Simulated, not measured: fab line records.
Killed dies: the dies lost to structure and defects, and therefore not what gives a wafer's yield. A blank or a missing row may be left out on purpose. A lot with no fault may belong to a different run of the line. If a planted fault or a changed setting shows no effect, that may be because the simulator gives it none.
Matching of chambers || flow gf180mcu || GF_V1_CMP_04 on cmp-01 has 4 sister chambers
The step polishes SiO2. 14 wafers are shown with their chamber, then 7 later ones without.

== WAFERS WITH THEIR CHAMBER ==
{"wafer": "L447.2", "chamber": 2, "motor_current_A (A)": 14.4, "time_to_endpoint_s (s)": 76}
{"wafer": "L447.3", "chamber": 1, "motor_current_A (A)": 12.7, "time_to_endpoint_s (s)": 73}
{"wafer": "L447.6", "chamber": 3, "motor_current_A (A)": 11.5, "time_to_endpoint_s (s)": 83}
{"wafer": "L448.1", "chamber": 2, "motor_current_A (A)": 13.6, "time_to_endpoint_s (s)": 65}
{"wafer": "L448.3", "chamber": 3, "motor_current_A (A)": 12.0, "time_to_endpoint_s (s)": 68}
{"wafer": "L448.6", "chamber": 1, "motor_current_A (A)": 12.7, "time_to_endpoint_s (s)": 75}
{"wafer": "L454.2", "chamber": 2, "motor_current_A (A)": 14.9, "time_to_endpoint_s (s)": 72}
{"wafer": "L454.4", "chamber": 0, "motor_current_A (A)": 11.2, "time_to_endpoint_s (s)": 85}
{"wafer": "L454.5", "chamber": 1, "motor_current_A (A)": 12.3, "time_to_endpoint_s (s)": 83}
{"wafer": "L455.1", "chamber": 3, "motor_current_A (A)": 11.8, "time_to_endpoint_s (s)": 77}
{"wafer": "L455.2", "chamber": 1, "motor_current_A (A)": 12.7, "time_to_endpoint_s (s)": 77}
{"wafer": "L455.3", "chamber": 2, "motor_current_A (A)": 14.0, "time_to_endpoint_s (s)": 79}
{"wafer": "L457.1", "chamber": 3, "motor_current_A (A)": 12.3, "time_to_endpoint_s (s)": 81}
{"wafer": "L457.2", "chamber": 0, "motor_current_A (A)": 12.2, "time_to_endpoint_s (s)": 80}

SIGNATURES (means of the wafers above)
{"reading": "motor_current_A", "chamber 0": 11.700, "chamber 1": 12.600, "chamber 2": 14.225, "chamber 3": 11.900, "scatter within a chamber": 0.434}
{"reading": "time_to_endpoint_s", "chamber 0": 82.50, "chamber 1": 77.00, "chamber 2": 73.00, "chamber 3": 77.25, "scatter within a chamber": 5.58}
Rule: for a wafer and a chamber, the distance is found by dividing, reading by reading, the gap between the wafer's reading and the chamber's mean by the reading's scatter, squaring, summing and taking the root. The wafer belongs to the nearest chamber; if the next one is less than 2 further off, it can't be placed. The scatter is the square root of a quotient: the sum, over the shown wafers, of each reading's squared deviation from its chamber's mean, divided by wafers minus chambers.

== WAFERS WITH NO CHAMBER GIVEN ==
{"wafer": "L457.4", "motor_current_A (A)": 12.5, "time_to_endpoint_s (s)": 84}
{"wafer": "L458.3", "motor_current_A (A)": 12.3, "time_to_endpoint_s (s)": 79}
{"wafer": "L458.5", "motor_current_A (A)": 12.1, "time_to_endpoint_s (s)": 85}
{"wafer": "L458.6", "motor_current_A (A)": 11.7, "time_to_endpoint_s (s)": 83}
{"wafer": "L468.2", "motor_current_A (A)": 10.5, "time_to_endpoint_s (s)": 84}
{"wafer": "L468.5", "motor_current_A (A)": 12.6, "time_to_endpoint_s (s)": 87}
{"wafer": "L468.6", "motor_current_A (A)": 14.3, "time_to_endpoint_s (s)": 82}

== THE CHAMBER EACH PASSED THROUGH ==
{"wafer": "L457.4", "from the rows above": "can't be placed: 1 or 3 or 0", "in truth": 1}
{"wafer": "L458.3", "from the rows above": "can't be placed: 1 or 3 or 0", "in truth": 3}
{"wafer": "L458.5", "from the rows above": "can't be placed: 0 or 3 or 1", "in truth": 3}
{"wafer": "L458.6", "from the rows above": "can't be placed: 0 or 3", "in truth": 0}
{"wafer": "L468.2", "from the rows above": "can't be placed: 0 or 3", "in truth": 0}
{"wafer": "L468.5", "from the rows above": "can't be placed: 1 or 0 or 3", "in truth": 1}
{"wafer": "L468.6", "from the rows above": 2, "in truth": 2}
Placed correctly: 1 of 7. These rows do not allow placing 6 (true chamber among the candidates in 6). Placed wrongly: 0.
